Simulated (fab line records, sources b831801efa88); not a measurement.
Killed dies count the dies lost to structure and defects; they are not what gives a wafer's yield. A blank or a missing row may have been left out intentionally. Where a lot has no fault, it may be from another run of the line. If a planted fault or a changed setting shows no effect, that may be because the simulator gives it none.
A lot that was struck, set against a sound lot    flow gf180mcu    23 out of 602 route steps
Sound: wafers L861.1, L861.5, L861.6. Struck: wafer L878.2 (left out: L878.3, L878.5 of the same lot, which were not struck); the cause appears at the end.
Order at every step that has rows: each side's tool, ch and its chambers, its first start. Under that, the readings that differ: sound wafers    struck wafers    difference of the means    sigmas: that difference in standard deviations of wafers without a fault.
alike: words and numbers the same on both sides, and readings whose means are apart by under 2 such deviations; not compared: readings that were withheld, readings missing a value for some wafer, numbers with overlapping values and no deviation given by the record, and bounds like >300 which may hide the same value.
A row with sigmas, a row that says differs or no value, or rows on one side alone: a step with any of these is where the two part. When numbers do not overlap yet have no deviation, they are printed without sigmas and do not part them. A reading that every wafer of one side lacks parts them only if that side has two wafers or more.

GF_V3_RS_MEAS_24: a four-point-probe measurement.
  sound on film metro-02 at day 23 13:16; struck on film metro-02 at day 29 00:10
  alike: V3_W_RS
GF_V3_THK_MEAS_25: measures by xrf.
  sound on film metro-02 at day 23 13:23; struck on film metro-02 at day 29 00:16
  alike: V3_W_THK
GF_V3_CMP_26: polishes, stops on SiO2, t overpolish 15 s, target thk 0 nm.
  sound on cmp-02 ch 2,3, day 23 13:29; struck on cmp-02 ch 3, day 29 00:25
  alike: motor current A, overpolish run s, retaining ring pressure frac, time to endpoint s
GF_M4_SPUTTER_00: material Ti, target thk 37.5 nm, time 150 s.
  sound on pvd sputter-04 at day 23 13:44; struck on pvd sputter-02 at day 29 00:37
  alike: throttle valve pct
then, 1 step without rows for these wafers: GF_M4_SPUTTER_01 (material TiN, target thk 30 nm, time 25 s).
GF_M4_SPUTTER_02: material AlCu, target thk 450 nm, time 23.9 s.
  sound on pvd sputter-04 at day 23 13:52; struck on pvd sputter-02 at day 29 00:45
  alike: throttle valve pct
GF_M4_SPUTTER_03: material Ti, target thk 10 nm, time 6.7 s.
  sound on pvd sputter-04 at day 23 13:54; struck on pvd sputter-02 at day 29 00:47
  alike: throttle valve pct
GF_M4_SPUTTER_04: material TiN, target thk 50 nm, time 41.7 s.
  sound on pvd sputter-04 at day 23 13:55; struck on pvd sputter-02 at day 29 00:48
  alike: throttle valve pct
GF_M4_RS_MEAS_05: a four-point-probe measurement.
  sound on film metro-04 at day 23 13:58; struck on film metro-01 at day 29 00:52
  alike: M4_ALCU_RS
GF_M4_THK_MEAS_06: measures by xrf.
  sound on film metro-04 at day 23 14:05; struck on film metro-01 at day 29 00:58
reading           sound        struck  difference  sigmas
M4_ALCU_THK (nm)  464 464 464  455     -9          -2
then, 2 steps without rows for these wafers: GF_M4_DEHYDRATE_07 (time 60 s); GF_M4_HMDS_08 (prime time 60 s).
GF_M4_COAT_09: resist thk 1000 nm.
  sound on litho track-04 ch 0, day 24 01:36; struck on litho track-02 ch 0, day 29 10:25
reading                              sound              struck  difference  sigmas
chill plate temp C (C)               22.94 22.93 22.84  23.26   +0.36       +3
model.KrF_of_M4_COAT_09.thk nm (nm)  1000 998.9 997     963.7   -34.9       
then, 4 steps without rows for these wafers: GF_M4_SOFTBAKE_10 (time 60 s); GF_M4_EXPOSE_11 (exposes mask Metal4, target cd 280 nm); GF_M4_PEB_12 (peb time 90 s); GF_M4_DEVELOP_13 (develop time 60 s).
GF_M4_CD_MEAS_14: the cd target is 280 nm.
  sound on cd sem-01 at day 24 12:38; struck on cd sem-02 at day 29 19:47
  alike: cd nm
GF_M4_OVL_MEAS_15:
  sound on overlay-01 at day 24 12:46; struck on overlay-02 at day 29 19:53
  alike: M4_OVL
GF_M4_METAL_ETCH_16: etches the open film in Cl2/BCl3, stops on SiO2, target depth 627.5 nm, time 104.6 s.
  sound on rie metal-02 ch 0,1, day 24 12:48; struck on rie metal-04 ch 0, day 29 19:55
reading                              sound              struck  difference  sigmas
model.KrF_of_M4_COAT_09.thk nm (nm)  729.3 731.4 726.6  698.3   -30.8       
  alike: drypump motor current A, oes product au, throttle valve pct
  not compared: rf hours counter h
GF_M4_STRIP_17: strips in O2/N2.
  sound on plasma asher-01 ch 0,1, day 24 12:55; struck on plasma asher-01 ch 1, day 29 20:02
reading                       sound              struck  difference  sigmas
oes product au (a.u.)         0.555 0.557 0.551  0.543   -0.011      -3
strip time to endpoint s (s)  7.81 7.84 7.79     7.50    -0.31       -9
  alike: drypump motor current A, heater power w
  not compared: rf hours counter h
then, 1 step without rows for these wafers: GF_M4_STRIP_18 (strips in post etch residue remover, time 1200 s).
GF_PASSIVATION_PROBE_99:
  rows exist in the record for the sound wafers here (prober-02, day 30 00:00), none for the struck ones

## WHERE THEY PART
Last at GF_PASSIVATION_PROBE_99 as far as this record goes, first at GF_M4_THK_MEAS_06.

WHY: the cause the simulator had injected
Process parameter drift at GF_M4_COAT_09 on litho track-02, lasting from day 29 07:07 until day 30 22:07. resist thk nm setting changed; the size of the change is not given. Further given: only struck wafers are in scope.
